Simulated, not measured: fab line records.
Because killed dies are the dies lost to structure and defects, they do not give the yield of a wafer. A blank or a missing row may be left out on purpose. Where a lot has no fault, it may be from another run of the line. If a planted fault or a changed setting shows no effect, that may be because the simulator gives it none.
Which tool is to blame? | flow sky130 | 24 lots, 72 wafers sampled, at 6 steps of a route of 708

## WHAT THE GAUGES SHOWED, per wafer
SKY_FIELD_ISO_THK_MEAS_04.
lot  | measured    | on            | FIELD_ISO_CVD_03_THK (nm)
L074 | day 1 13:51 | film metro-04 | 162.7 162.6 161.9
L075 | day 1 19:30 | film metro-04 | 161.9 160.9 161.0
L076 | day 2 00:32 | film metro-02 | 162.0 162.4 161.2
L077 | day 2 04:33 | film metro-04 | 161.2 161.5 161.4
L078 | day 2 10:06 | film metro-02 | 162.7 162.1 162.3
L079 | day 2 15:37 | film metro-04 | 160.1 160.6 160.9
L080 | day 2 20:52 | film metro-03 | 163.7 163.7 164.2
L081 | day 3 01:32 | film metro-03 | 163.4 162.2 161.9
L082 | day 3 07:58 | film metro-04 | 161.0 160.4 163.2
L083 | day 3 14:57 | film metro-04 | 159.8 158.8 160.3
L084 | day 3 20:23 | film metro-03 | 163.1 161.5 162.9
L085 | day 4 00:47 | film metro-04 | 160.8 161.2 162.3
L086 | day 4 03:38 | film metro-03 | 161.2 159.7 159.9
L087 | day 4 06:46 | film metro-02 | 162.1 163.3 163.2
L088 | day 4 12:07 | film metro-02 | 161.4 161.3 162.2
L089 | day 4 16:29 | film metro-04 | 162.6 161.6 160.0
L090 | day 4 22:06 | film metro-04 | 162.1 161.6 162.6
L091 | day 5 04:14 | film metro-03 | 160.1 160.4 159.9
L092 | day 5 08:18 | film metro-02 | 162.0 162.0 161.8
L093 | day 5 13:59 | film metro-04 | 161.4 163.2 162.1
L094 | day 5 18:10 | film metro-04 | 160.5 160.0 159.6
L095 | day 6 00:42 | film metro-03 | 163.0 163.5 164.7
L096 | day 6 08:21 | film metro-04 | 162.1 162.3 160.4
L097 | day 6 10:08 | film metro-04 | 163.2 163.3 163.7

SKY_VT_ADJUST_HVTP_CD_MEAS_07 targets a cd of 380 nm.
lot  | measured     | on        | cd nm (nm)
L074 | day 6 02:42  | cd sem-02 | 379.8 376.3 377.5
L075 | day 6 10:43  | cd sem-02 | 378.1 373.6 377.0
L076 | day 6 12:26  | cd sem-02 | 376.7 378.1 377.4
L077 | day 6 21:25  | cd sem-01 | 375.1 378.0 376.7
L078 | day 7 18:31  | cd sem-01 | 386.1 382.2 382.5
L079 | day 7 23:58  | cd sem-02 | 380.8 383.8 381.4
L080 | day 8 00:37  | cd sem-02 | 382.4 382.9 380.1
L081 | day 8 07:34  | cd sem-01 | 384.9 384.9 383.6
L082 | day 8 08:27  | cd sem-02 | 377.7 379.9 379.8
L083 | day 8 16:40  | cd sem-02 | 380.7 381.4 381.8
L084 | day 9 01:25  | cd sem-02 | 381.6 380.8 383.6
L085 | day 9 07:24  | cd sem-01 | 378.2 382.0 382.1
L086 | day 9 14:22  | cd sem-01 | 380.7 379.6 381.8
L087 | day 9 17:20  | cd sem-01 | 380.3 380.1 383.5
L088 | day 9 20:22  | cd sem-02 | 380.8 378.6 379.6
L089 | day 10 00:47 | cd sem-02 | 379.1 378.0 378.8
L090 | day 10 08:38 | cd sem-01 | 378.9 376.7 377.7
L091 | day 10 14:49 | cd sem-01 | 378.6 381.1 381.6
L092 | day 10 21:46 | cd sem-02 | 380.4 378.6 377.8
L093 | day 11 03:01 | cd sem-02 | 380.2 380.9 377.4
L094 | day 11 14:09 | cd sem-01 | 380.1 378.5 378.5
L095 | day 11 23:44 | cd sem-01 | 382.9 383.5 383.6
L096 | day 12 04:01 | cd sem-02 | 383.7 382.4 383.8
L097 | day 12 04:40 | cd sem-02 | 380.1 377.6 378.4

SKY_VT_ADJUST_NCORE_TW_MEAS_11.
lot  | measured     | on            | VT_ADJUST_NCORE_TW
L074 | day 8 16:54  | film metro-03 | 219.1 220.5 219.4
L075 | day 9 00:35  | film metro-02 | 218.9 220.9 220.8
L076 | day 9 03:16  | film metro-03 | 220.2 220.2 220.6
L077 | day 9 13:47  | film metro-02 | 222.2 220.3 221.1
L078 | day 10 12:24 | film metro-04 | 222.9 220.8 221.6
L079 | day 10 17:59 | film metro-03 | 218.8 219.2 221.0
L080 | day 10 18:53 | film metro-04 | 222.4 221.6 220.1
L081 | day 11 02:16 | film metro-03 | 219.1 221.4 219.5
L082 | day 11 02:33 | film metro-02 | 220.9 221.1 222.2
L083 | day 11 13:31 | film metro-03 | 218.7 220.5 218.9
L084 | day 11 22:11 | film metro-03 | 219.5 220.2 219.8
L085 | day 12 04:13 | film metro-04 | 219.2 221.0 220.0
L086 | day 12 12:38 | film metro-04 | 219.1 219.0 220.2
L087 | day 12 14:55 | film metro-02 | 220.8 221.4 221.0
L088 | day 12 17:37 | film metro-04 | 220.1 220.2 220.0
L089 | day 12 22:52 | film metro-02 | 220.7 222.3 220.3
L090 | day 13 04:38 | film metro-02 | 220.1 219.9 221.3
L091 | day 13 13:51 | film metro-04 | 220.4 219.3 219.5
L092 | day 13 21:32 | film metro-02 | 221.1 220.9 221.0
L093 | day 14 05:17 | film metro-03 | 221.0 218.6 221.4
L094 | day 14 15:44 | film metro-04 | 221.1 219.4 220.0
L095 | day 15 02:44 | film metro-02 | 221.3 220.4 221.6
L096 | day 15 08:23 | film metro-04 | 221.8 221.0 221.6
L097 | day 15 08:54 | film metro-04 | 220.1 220.2 221.8

SKY_POLY_CUT_CD_MEAS_08 targets a cd of 270 nm.
lot  | measured     | on        | cd nm (nm)
L074 | day 25 17:09 | cd sem-02 | 270.3 270.2 270.1
L075 | day 25 15:09 | cd sem-02 | 272.0 272.2 271.5
L076 | day 25 17:12 | cd sem-01 | 268.8 268.8 269.2
L077 | day 25 19:33 | cd sem-01 | 269.4 267.0 269.6
L078 | day 26 08:57 | cd sem-02 | 270.1 268.5 269.9
L079 | day 26 20:31 | cd sem-01 | 271.2 271.2 271.9
L080 | day 27 03:10 | cd sem-01 | 270.9 269.5 269.0
L081 | day 27 05:40 | cd sem-02 | 268.6 270.3 268.0
L082 | day 27 05:59 | cd sem-01 | 268.5 268.3 267.9
L083 | day 27 18:49 | cd sem-01 | 271.2 270.9 271.6
L084 | day 28 07:32 | cd sem-02 | 271.5 270.9 272.3
L085 | day 28 09:35 | cd sem-02 | 270.1 270.4 269.5
L086 | day 28 18:53 | cd sem-02 | 272.5 269.0 272.0
L087 | day 28 23:20 | cd sem-02 | 270.2 270.2 269.0
L088 | day 29 10:25 | cd sem-02 | 270.1 269.8 270.1
L089 | day 29 12:18 | cd sem-02 | 270.6 268.4 269.2
L090 | day 29 17:02 | cd sem-01 | 265.8 264.5 266.2
L091 | day 30 02:55 | cd sem-01 | 268.1 268.7 268.0
L092 | day 30 14:47 | cd sem-02 | 269.3 269.1 271.0
L093 | day 30 20:18 | cd sem-02 | 269.6 270.0 269.9
L094 | day 31 10:03 | cd sem-01 | 271.2 271.6 270.8
L095 | day 31 20:45 | cd sem-02 | 268.3 268.6 268.2
L096 | day 32 01:22 | cd sem-02 | 268.7 269.2 269.2
L097 | day 31 23:09 | cd sem-01 | 268.7 270.2 268.3

SKY_LI_CONTACT_OVL_MEAS_13.
lot  | measured     | on         | LI_CONTACT_OVL (nm)
L074 | day 30 15:46 | overlay-01 | 12 6 4
L075 | day 30 13:40 | overlay-02 | -9 -6 -1
L076 | day 30 15:52 | overlay-02 | -4 1 1
L077 | day 30 17:46 | overlay-02 | -2 1 3
L078 | day 31 03:54 | overlay-01 | -5 -6 -7
L079 | day 31 16:04 | overlay-02 | -1 -4 1
L080 | day 31 22:13 | overlay-02 | 6 -9 8
L081 | day 32 00:49 | overlay-01 | -4 -13 -4
L082 | day 32 01:33 | overlay-02 | -2 -4 2
L083 | day 32 11:47 | overlay-02 | -5 -9 -2
L084 | day 33 01:13 | overlay-02 | -4 -5 -8
L085 | day 33 05:12 | overlay-01 | -7 -11 -9
L086 | day 33 10:29 | overlay-02 | -6 -5 -3
L087 | day 33 15:04 | overlay-01 | 0 -11 -2
L088 | day 34 02:13 | overlay-02 | -2 -4 -4
L089 | day 34 04:04 | overlay-01 | -5 -3 -12
L090 | day 34 09:07 | overlay-01 | -8 -16 -9
L091 | day 34 16:52 | overlay-02 | 4 -10 -4
L092 | day 35 05:04 | overlay-02 | -5 -3 -4
L093 | day 35 12:02 | overlay-02 | -4 -7 -4
L094 | day 36 00:16 | overlay-02 | 1 -2 -3
L095 | day 36 09:44 | overlay-02 | -3 -5 -2
L096 | day 36 16:41 | overlay-02 | -4 -1 -3
L097 | day 36 12:38 | overlay-01 | -10 -9 -7

SKY_CONTACT_BOW_MEAS_05.
lot  | measured     | on            | CONTACT_BOW (um)
L074 | day 31 22:01 | film metro-04 | 74 82 71
L075 | day 31 19:47 | film metro-03 | 80 72 84
L076 | day 31 22:21 | film metro-02 | 71 83 90
L077 | day 32 00:32 | film metro-04 | 87 84 71
L078 | day 32 11:17 | film metro-02 | 84 82 74
L079 | day 32 21:41 | film metro-02 | 75 72 82
L080 | day 33 04:49 | film metro-03 | 85 73 81
L081 | day 33 07:38 | film metro-04 | 83 66 80
L082 | day 33 08:14 | film metro-03 | 94 74 80
L083 | day 33 18:43 | film metro-02 | 83 72 90
L084 | day 34 06:39 | film metro-02 | 87 82 86
L085 | day 34 11:27 | film metro-04 | 71 75 76
L086 | day 34 15:41 | film metro-03 | 67 73 80
L087 | day 34 20:23 | film metro-04 | 80 72 73
L088 | day 35 08:01 | film metro-02 | 87 84 96
L089 | day 35 09:32 | film metro-02 | 79 76 84
L090 | day 35 14:26 | film metro-03 | 91 94 86
L091 | day 35 22:04 | film metro-02 | 71 79 76
L092 | day 36 10:13 | film metro-03 | 90 87 82
L093 | day 36 17:19 | film metro-02 | 75 75 77
L094 | day 37 06:10 | film metro-04 | 92 72 91
L095 | day 37 15:54 | film metro-04 | 92 97 79
L096 | day 37 22:08 | film metro-02 | 78 81 86
L097 | day 37 18:14 | film metro-03 | 94 77 80

## WHAT TOOL EACH LOT RAN ON (gives the tool, then ch and the chambers of the sampled wafers, and finally the start)
There is no process step in the record ahead of these readings.

## WHAT THE TOOLS THEMSELVES READ (means of the sampled wafers that have a number; where no wafer has one, the mark that the record gives instead)
The record holds no such reading with a usual standard deviation.

## THE ANSWER, worked out from the rows above alone
Rule: what is usual is taken from the lots themselves. Put in order of their means at a reading, lots are off if they are a third of the lots or fewer, leave a main group of 4 or more, and stand apart from it by a gap of 3 or more times the standard deviation of the main group's means; of several such gaps the widest counts. A main group is skipped when, at the precision printed for the reading in the tables above, its means are all equal. A lot without any number at a reading at which 4 lots or more have one is off too. The other lots that the step has rows for count as sound. First the gauges in route order, then the tools' own readings, where a lot's mean is used as printed above. At the first step where some lot is off, the reading lying furthest off is the one used; lots without a number count as furthest.
None of the lots is off at any reading shown; this tells nothing.

## WHAT THE SIMULATOR PUT IN
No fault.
